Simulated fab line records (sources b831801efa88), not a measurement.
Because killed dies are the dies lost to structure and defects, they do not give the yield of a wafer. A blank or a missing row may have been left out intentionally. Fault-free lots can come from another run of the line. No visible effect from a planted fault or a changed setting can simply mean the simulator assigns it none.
Which of the tools did it? / flow sky130 / 12 lots, 33 wafers sampled, at 5 steps of a route of 708

## WHAT THE GAUGES SHOWED, per wafer
SKY_VT_ADJUST_HVTR_TW_MEAS_11. Usual: VT_ADJUST_HVTR_TW gives 212.3 (standard deviation 1).
lot=L604; measured=day 9 22:38; on=film metro-03; VT_ADJUST_HVTR_TW=211.6 211.6 210.7; flag=
lot=L605; measured=day 10 11:20; on=film metro-03; VT_ADJUST_HVTR_TW=212.0 212.3 213.0; flag=
lot=L606; measured=day 10 15:33; on=film metro-03; VT_ADJUST_HVTR_TW=213.1 212.4 212.6; flag=
lot=L609; measured=day 11 11:38; on=film metro-03; VT_ADJUST_HVTR_TW=212.8 213.4 212.2; flag=
lot=L610; measured=day 11 19:55; on=film metro-01; VT_ADJUST_HVTR_TW=211.4 213.2 212.6; flag=
lot=L611; measured=day 12 06:28; on=film metro-03; VT_ADJUST_HVTR_TW=211.6 213.1 211.4; flag=
lot=L615; measured=day 13 07:48; on=film metro-01; VT_ADJUST_HVTR_TW=213.4 212.2; flag=
lot=L616; measured=day 13 17:49; on=film metro-02; VT_ADJUST_HVTR_TW=210.6 210.4; flag=
lot=L618; measured=day 14 09:22; on=film metro-01; VT_ADJUST_HVTR_TW=214.9 213.2; flag=
lot=L619; measured=day 14 19:23; on=film metro-03; VT_ADJUST_HVTR_TW=213.7 214.0 213.5; flag=
lot=L623; measured=day 16 01:38; on=film metro-03; VT_ADJUST_HVTR_TW=213.0 213.4 211.4; flag=
lot=L625; measured=day 16 17:24; on=film metro-02; VT_ADJUST_HVTR_TW=213.2 212.3 212.1; flag=

SKY_SONOS_ONO_THK_MEAS_03. Usual: SONOS_ONO_CVD_02_THK gives 10.50 nm (standard deviation 0.11).
lot=L604; measured=day 12 01:46; on=film metro-02; SONOS_ONO_CVD_02_THK (nm)=10.34 10.44 10.37; flag=
lot=L605; measured=day 12 13:42; on=film metro-04; SONOS_ONO_CVD_02_THK (nm)=10.60 10.44 10.49; flag=
lot=L606; measured=day 12 21:17; on=film metro-04; SONOS_ONO_CVD_02_THK (nm)=10.43 10.43 10.34; flag=
lot=L609; measured=day 13 19:04; on=film metro-04; SONOS_ONO_CVD_02_THK (nm)=10.44 10.60 10.62; flag=
lot=L610; measured=day 14 00:29; on=film metro-01; SONOS_ONO_CVD_02_THK (nm)=10.39 10.39 10.46; flag=
lot=L611; measured=day 14 13:30; on=film metro-01; SONOS_ONO_CVD_02_THK (nm)=10.49 10.56 10.47; flag=
lot=L615; measured=day 15 17:20; on=film metro-01; SONOS_ONO_CVD_02_THK (nm)=10.58 10.71; flag=
lot=L616; measured=day 16 02:55; on=film metro-04; SONOS_ONO_CVD_02_THK (nm)=10.46 10.69; flag=
lot=L618; measured=day 16 21:32; on=film metro-04; SONOS_ONO_CVD_02_THK (nm)=10.52 10.54; flag=
lot=L619; measured=day 17 08:45; on=film metro-02; SONOS_ONO_CVD_02_THK (nm)=10.55 10.69 10.59; flag=
lot=L623; measured=day 18 16:55; on=film metro-04; SONOS_ONO_CVD_02_THK (nm)=10.45 10.50 10.34; flag=
lot=L625; measured=day 19 06:47; on=film metro-02; SONOS_ONO_CVD_02_THK (nm)=10.50 10.38 10.42; flag=

SKY_VIA1_THK_MEAS_01. Usual: VIA1_HDPCVD_THK gives 1027 nm (standard deviation 9.6).
lot=L604; measured=day 33 08:40; on=film metro-01; VIA1_HDPCVD_THK (nm)=1038 1030 1035; flag=
lot=L605; measured=day 33 21:04; on=film metro-04; VIA1_HDPCVD_THK (nm)=1031 1037 1038; flag=
lot=L606; measured=day 33 23:18; on=film metro-04; VIA1_HDPCVD_THK (nm)=1021 1034 1032; flag=
lot=L609; measured=day 35 05:12; on=film metro-03; VIA1_HDPCVD_THK (nm)=1028 1018 1028; flag=
lot=L610; measured=day 35 17:04; on=film metro-03; VIA1_HDPCVD_THK (nm)=1035 1028 1028; flag=
lot=L611; measured=day 35 22:29; on=film metro-04; VIA1_HDPCVD_THK (nm)=1031 1023 1036; flag=
lot=L615; measured=day 37 02:03; on=film metro-03; VIA1_HDPCVD_THK (nm)=1221 1217; flag=OFF
lot=L616; measured=day 37 08:54; on=film metro-04; VIA1_HDPCVD_THK (nm)=1224 1018; flag=OFF
lot=L618; measured=day 38 01:28; on=film metro-03; VIA1_HDPCVD_THK (nm)=1223 1028; flag=OFF
lot=L619; measured=day 38 07:58; on=film metro-01; VIA1_HDPCVD_THK (nm)=1038 1028 1022; flag=
lot=L623; measured=day 39 12:47; on=film metro-04; VIA1_HDPCVD_THK (nm)=1006 1024 1012; flag=
lot=L625; measured=day 39 22:34; on=film metro-04; VIA1_HDPCVD_THK (nm)=1025 1015 1010; flag=

## WHICH TOOL RAN EACH LOT (tool, then ch and the chambers of the sampled wafers, then the start)
lot=L604; SKY_VT_ADJUST_PCH_STRIP_09=plasma asher-01 ch 0,1, day 10 21:55; SKY_VIA1_HDPCVD_00=hdpcvd-01 ch 0,1, day 33 08:33
lot=L605; SKY_VT_ADJUST_PCH_STRIP_09=plasma asher-01 ch 0,1, day 11 10:01; SKY_VIA1_HDPCVD_00=hdpcvd-01 ch 0,1, day 33 20:57
lot=L606; SKY_VT_ADJUST_PCH_STRIP_09=plasma asher-02 ch 0,1, day 11 13:56; SKY_VIA1_HDPCVD_00=hdpcvd-02 ch 0,2, day 33 23:11
lot=L609; SKY_VT_ADJUST_PCH_STRIP_09=plasma asher-03 ch 0,1, day 12 11:43; SKY_VIA1_HDPCVD_00=hdpcvd-02 ch 1,2, day 35 05:05
lot=L610; SKY_VT_ADJUST_PCH_STRIP_09=plasma asher-01 ch 0,1, day 12 20:33; SKY_VIA1_HDPCVD_00=hdpcvd-01 ch 0,1, day 35 16:56
lot=L611; SKY_VT_ADJUST_PCH_STRIP_09=plasma asher-01 ch 0,1, day 13 07:10; SKY_VIA1_HDPCVD_00=hdpcvd-02 ch 0,1,2, day 35 22:22
lot=L615; SKY_VT_ADJUST_PCH_STRIP_09=plasma asher-03 ch 1, day 14 09:25; SKY_VIA1_HDPCVD_00=hdpcvd-02 ch 0,2, day 37 01:56
lot=L616; SKY_VT_ADJUST_PCH_STRIP_09=plasma asher-01 ch 0,1, day 14 20:16; SKY_VIA1_HDPCVD_00=hdpcvd-02 ch 0,2, day 37 08:47
lot=L618; SKY_VT_ADJUST_PCH_STRIP_09=plasma asher-01 ch 0,1, day 15 11:43; SKY_VIA1_HDPCVD_00=hdpcvd-02 ch 0,1, day 38 01:18
lot=L619; SKY_VT_ADJUST_PCH_STRIP_09=plasma asher-03 ch 1, day 15 22:07; SKY_VIA1_HDPCVD_00=hdpcvd-01 ch 0,2, day 38 07:51
lot=L623; SKY_VT_ADJUST_PCH_STRIP_09=plasma asher-02 ch 0,1, day 17 05:46; SKY_VIA1_HDPCVD_00=hdpcvd-01 ch 0,1,2, day 39 12:42
lot=L625; SKY_VT_ADJUST_PCH_STRIP_09=plasma asher-02 ch 0,1, day 17 21:46; SKY_VIA1_HDPCVD_00=hdpcvd-01 ch 0,1, day 39 22:26
- SKY_VT_ADJUST_PCH_STRIP_09: strips in O2/N2.
- SKY_VIA1_HDPCVD_00: deposits SiO2, target thk 1030 nm, time 171.7 s.

## WHAT THE TOOLS THEMSELVES READ (means of the sampled wafers that have a number; where no wafer has one, the mark that the record gives instead)
SKY_VT_ADJUST_PCH_STRIP_09. Usual: drypump motor current A 6.1 A, standard deviation 0.46; oes product au 0.723 a.u., standard deviation 0.0043; strip time to endpoint s 36.91 s, standard deviation 0.13.
lot=L604; tool=plasma asher-01; drypump motor current A (A)=6.4; oes product au (a.u.)=0.725; strip time to endpoint s (s)=37.13; flag=
lot=L605; tool=plasma asher-01; drypump motor current A (A)=6.4; oes product au (a.u.)=0.723; strip time to endpoint s (s)=36.94; flag=
lot=L606; tool=plasma asher-02; drypump motor current A (A)=5.4; oes product au (a.u.)=0.722; strip time to endpoint s (s)=36.88; flag=
lot=L609; tool=plasma asher-03; drypump motor current A (A)=6.2; oes product au (a.u.)=0.721; strip time to endpoint s (s)=37.01; flag=
lot=L610; tool=plasma asher-01; drypump motor current A (A)=6.2; oes product au (a.u.)=0.726; strip time to endpoint s (s)=36.91; flag=
lot=L611; tool=plasma asher-01; drypump motor current A (A)=6.4; oes product au (a.u.)=0.724; strip time to endpoint s (s)=37.11; flag=
lot=L615; tool=plasma asher-03; drypump motor current A (A)=5.9; oes product au (a.u.)=0.725; strip time to endpoint s (s)=36.84; flag=
lot=L616; tool=plasma asher-01; drypump motor current A (A)=6.3; oes product au (a.u.)=0.724; strip time to endpoint s (s)=36.84; flag=
lot=L618; tool=plasma asher-01; drypump motor current A (A)=6.3; oes product au (a.u.)=0.724; strip time to endpoint s (s)=36.78; flag=
lot=L619; tool=plasma asher-03; drypump motor current A (A)=5.9; oes product au (a.u.)=0.723; strip time to endpoint s (s)=36.85; flag=
lot=L623; tool=plasma asher-02; drypump motor current A (A)=5.5; oes product au (a.u.)=0.719; strip time to endpoint s (s)=36.98; flag=
lot=L625; tool=plasma asher-02; drypump motor current A (A)=5.5; oes product au (a.u.)=0.722; strip time to endpoint s (s)=36.75; flag=

SKY_VIA1_HDPCVD_00. Usual: 199.9 s for run length s, sd 0.32.
lot=L604; tool=hdpcvd-01; run length s (s)=200.2; flag=
lot=L605; tool=hdpcvd-01; run length s (s)=199.8; flag=
lot=L606; tool=hdpcvd-02; run length s (s)=199.6; flag=
lot=L609; tool=hdpcvd-02; run length s (s)=199.6; flag=
lot=L610; tool=hdpcvd-01; run length s (s)=200.0; flag=
lot=L611; tool=hdpcvd-02; run length s (s)=199.8; flag=
lot=L615; tool=hdpcvd-02; run length s (s)=231.2; flag=OFF
lot=L616; tool=hdpcvd-02; run length s (s)=215.6; flag=OFF
lot=L618; tool=hdpcvd-02; run length s (s)=215.6; flag=OFF
lot=L619; tool=hdpcvd-01; run length s (s)=200.1; flag=
lot=L623; tool=hdpcvd-01; run length s (s)=199.6; flag=
lot=L625; tool=hdpcvd-01; run length s (s)=200.0; flag=

## THE ANSWER, worked out from the rows above alone
Rule: lot off if the mean of its wafers having a number is beyond 3 standard deviations from the usual mean. A lot without any number at a reading at which 4 lots or more have one is off too. The other lots that the step has rows for count as sound. After the gauges, taken in route order, come the tools' own readings; for these a lot's mean is taken, as printed above. At the first step where some lot is off, the reading lying furthest off is the one used; lots without a number count as furthest.
Off: at SKY_VIA1_THK_MEAS_01 (VIA1_HDPCVD_THK), L615, L616, L618.
A tool fits if, at a process step before that reading, it ran every lot that is off, and no sound lot after the first of them. Not tried: the gauges at SKY_VIA1_THK_MEAS_01; whatever is off there is also off at SKY_VIA1_HDPCVD_00, on other tools, and gauge error can't account for it. One fits: SKY_VIA1_HDPCVD_00 on hdpcvd-02. A fault onset in the window from L611 (day 35 22:22, its last sound lot) to L615 (day 37 01:56, its first lot off) fits.
On the lots that are off, the tool's own readings at SKY_VIA1_HDPCVD_00 differ by more than 5 times the standard deviation of the sound lots' means, which bears it out; run length s reads 220.8 s there versus 199.9 s on the sound lots.

## WHAT THE SIMULATOR HAD PUT IN
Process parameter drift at SKY_VIA1_HDPCVD_00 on hdpcvd-02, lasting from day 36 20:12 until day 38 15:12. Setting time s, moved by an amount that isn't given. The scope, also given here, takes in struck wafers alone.
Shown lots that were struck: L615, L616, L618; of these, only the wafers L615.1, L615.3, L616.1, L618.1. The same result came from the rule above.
